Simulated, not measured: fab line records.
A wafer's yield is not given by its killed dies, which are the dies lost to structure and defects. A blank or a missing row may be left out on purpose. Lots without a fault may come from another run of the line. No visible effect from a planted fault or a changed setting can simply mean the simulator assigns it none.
Which tool was responsible? ; flow gf180mcu ; 34 wafers from 12 lots sampled at 4 of the route's 602 steps

## WHAT THE GAUGES SHOWED, per wafer
GF_PSD_OVL_MEAS_08. Usual: PSD_OVL gives -0.8 nm (standard deviation 1.5).
lot;measured;on;PSD_OVL (nm);flag
L273;day 14 11:59;overlay-01;1.4 0.6 -0.1;
L277;day 15 11:28;overlay-01;-0.8 -1.0 -2.1;
L276;day 15 17:02;overlay-02;-0.9 0.3 -0.9;
L278;day 16 03:20;overlay-01;1.1 2.0 0.0;
L280;day 17 02:26;overlay-01;-1.4 -3.7 -2.1;
L282;day 17 19:16;overlay-01;-0.6 -0.8 -0.2;
L287;day 19 21:31;overlay-02;1.6;
L286;day 20 00:36;overlay-01;-2.1;
L290;day 20 19:05;overlay-01;0.1 -1.8;
L293;day 21 06:48;overlay-01;-3.8 -0.9 -2.9;
L294;day 21 13:43;overlay-01;-3.2 -2.9 -2.3;
L295;day 21 21:26;overlay-01;-3.0 -4.2 -4.9;

## WHAT TOOL EACH LOT RAN ON (gives the tool, then ch and the chambers of the sampled wafers, and finally the start)
lot;GF_POLY_GATE_ETCH_13;GF_POLY_GATE_STRIP_14;GF_HV_LDD_STRIP_37
L273;rie si-02 ch 0,2,3, day 9 11:49;plasma asher-01 ch 0,1, day 9 11:52;plasma asher-03 ch 0,1, day 11 20:43
L277;rie si-01 ch 1,2,3, day 10 07:19;plasma asher-01 ch 0,1, day 10 07:23;plasma asher-03 ch 0,1, day 12 18:50
L276;rie si-01 ch 2,3, day 10 10:37;plasma asher-02 ch 1, day 10 10:40;plasma asher-03 ch 0,1, day 12 22:52
L278;rie si-02 ch 2,3, day 10 21:51;plasma asher-03 ch 0,1, day 10 21:56;plasma asher-01 ch 0,1, day 13 09:34
L280;rie si-01 ch 0,2,3, day 11 14:30;plasma asher-03 ch 0,1, day 11 14:33;plasma asher-01 ch 0,1, day 14 04:37
L282;rie si-02 ch 0,1, day 12 05:28;plasma asher-02 ch 0,1, day 12 05:31;plasma asher-03 ch 0,1, day 14 21:32
L287;rie si-02 ch 0,1, day 13 23:08;plasma asher-01 ch 0,1, day 13 23:13;plasma asher-04 ch 1, day 16 18:10
L286;rie si-02 ch 2,3, day 14 01:26;plasma asher-03 ch 0, day 14 01:29;plasma asher-04 ch 1, day 16 22:04
L290;rie si-02 ch 0,1,3, day 14 16:32;plasma asher-03 ch 0,1, day 14 16:35;plasma asher-01 ch 1, day 17 14:53
L293;rie si-01 ch 0,1,2, day 15 03:05;plasma asher-03 ch 0,1, day 15 03:08;plasma asher-01 ch 0,1, day 18 02:56
L294;rie si-01 ch 0,1,3, day 15 12:53;plasma asher-02 ch 0,1, day 15 12:56;plasma asher-04 ch 0,1, day 18 10:35
L295;rie si-01 ch 0,2, day 15 17:32;plasma asher-03 ch 0, day 15 17:36;plasma asher-04 ch 1, day 18 17:17
- GF_POLY_GATE_ETCH_13: etches poly-Si in HBr/Cl2, stops on SiO2, target depth 198.5 nm, time 69.6 s.
- GF_POLY_GATE_STRIP_14: strips in O2/N2.
- GF_HV_LDD_STRIP_37: strips in O2/N2.

## AS READ BY THE TOOLS THEMSELVES (means over the sampled wafers that have a number; for cases with no such wafer, the mark the record gives instead)
GF_POLY_GATE_ETCH_13. Usual: drypump motor current A 5.9 A, standard deviation 0.31; he backside leak sccm 2.61 sccm, standard deviation 0.18; oes product au 0.986 a.u., standard deviation 0.0071; run length s 97.7 s, standard deviation 0.44; throttle valve pct 33.684 %, standard deviation 0.0092.
lot;tool;drypump motor current A (A);he backside leak sccm (sccm);oes product au (a.u.);run length s (s);throttle valve pct (%);flag
L273;rie si-02;5.9;2.51;0.988;97.2;33.674;
L277;rie si-01;6.0;2.61;0.982;97.8;33.673;
L276;rie si-01;6.1;2.59;0.986;97.9;33.680;
L278;rie si-02;6.0;2.68;0.981;97.2;33.685;
L280;rie si-01;5.8;2.49;0.986;97.6;33.696;
L282;rie si-02;6.0;2.64;0.991;98.1;33.676;
L287;rie si-02;6.0;2.65;0.994;82.7;33.688;OFF
L286;rie si-02;6.0;2.79;0.988;81.8;33.680;OFF
L290;rie si-02;5.8;2.52;0.991;87.4;33.691;OFF
L293;rie si-01;6.0;2.58;0.978;98.0;33.688;
L294;rie si-01;5.8;2.59;0.994;97.9;33.684;
L295;rie si-01;6.0;2.48;0.976;97.7;33.679;

GF_POLY_GATE_STRIP_14. Usual: drypump motor current A 5.8 A, standard deviation 0.47; heater power w 356 W, standard deviation 21; oes product au 0.505 a.u., standard deviation 0.0044.
lot;tool;drypump motor current A (A);heater power w (W);oes product au (a.u.);flag
L273;plasma asher-01;5.7;334;0.506;
L277;plasma asher-01;5.7;362;0.503;
L276;plasma asher-02;4.9;371;0.504;
L278;plasma asher-03;6.2;355;0.506;
L280;plasma asher-03;6.0;354;0.505;
L282;plasma asher-02;5.3;368;0.501;
L287;plasma asher-01;5.7;349;0.516;
L286;plasma asher-03;6.4;362;0.516;
L290;plasma asher-03;6.2;356;0.510;
L293;plasma asher-03;6.2;355;0.504;
L294;plasma asher-02;5.7;360;0.506;
L295;plasma asher-03;6.4;364;0.507;

GF_HV_LDD_STRIP_37. Usual: drypump motor current A 5.8 A, standard deviation 0.34; heater power w 348 W, standard deviation 26; oes product au 0.716 a.u., standard deviation 0.0049; strip time to endpoint s 12.64 s, standard deviation 0.03.
lot;tool;drypump motor current A (A);heater power w (W);oes product au (a.u.);strip time to endpoint s (s);flag
L273;plasma asher-03;6.1;362;0.715;12.62;
L277;plasma asher-03;6.0;354;0.716;12.65;
L276;plasma asher-03;6.0;359;0.713;12.63;
L278;plasma asher-01;5.6;334;0.716;12.62;
L280;plasma asher-01;5.7;357;0.715;12.62;
L282;plasma asher-03;6.0;363;0.713;12.67;
L287;plasma asher-04;6.2;321;0.716;12.64;
L286;plasma asher-04;6.2;327;0.723;12.62;
L290;plasma asher-01;5.6;318;0.720;12.60;
L293;plasma asher-01;5.7;362;0.718;12.61;
L294;plasma asher-04;5.9;334;0.718;12.64;
L295;plasma asher-04;6.2;322;0.716;12.62;

## THE ANSWER, worked out from the rows above alone
Rule: a lot is off if the mean of its wafers that have a number lies more than 3 standard deviations from the usual mean. A lot without any number at a reading at which 4 lots or more have one is off too. The other lots that the step has rows for count as sound. Order of review: gauges by route order, followed by the tools' own readings, for which a lot's mean as printed above is used. The first step at which some lot is off is used, and at that step the reading that is off furthest; a lot without a number counts as furthest.
Off: L287, L286, L290, at GF_POLY_GATE_ETCH_13 (run length s).
If a tool, at that step or one of the process steps before it, ran each lot that is off and ran no sound lot following the first of them, it fits. One fits: GF_POLY_GATE_ETCH_13 on rie si-02. Its last sound lot is L282 (day 12 05:28), its first lot that is off L287 (day 13 23:08): a fault that began between those two fits.
The tool's own readings at GF_POLY_GATE_ETCH_13 bear it out: on the lots that are off they differ by more than 5 times the standard deviation of the sound lots' means. run length s reads 84.0 s there against 97.7 s on the sound lots.

## WHAT WAS PUT IN BY THE SIMULATOR
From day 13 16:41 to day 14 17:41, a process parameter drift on rie si-02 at GF_POLY_GATE_ETCH_13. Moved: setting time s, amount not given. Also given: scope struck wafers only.
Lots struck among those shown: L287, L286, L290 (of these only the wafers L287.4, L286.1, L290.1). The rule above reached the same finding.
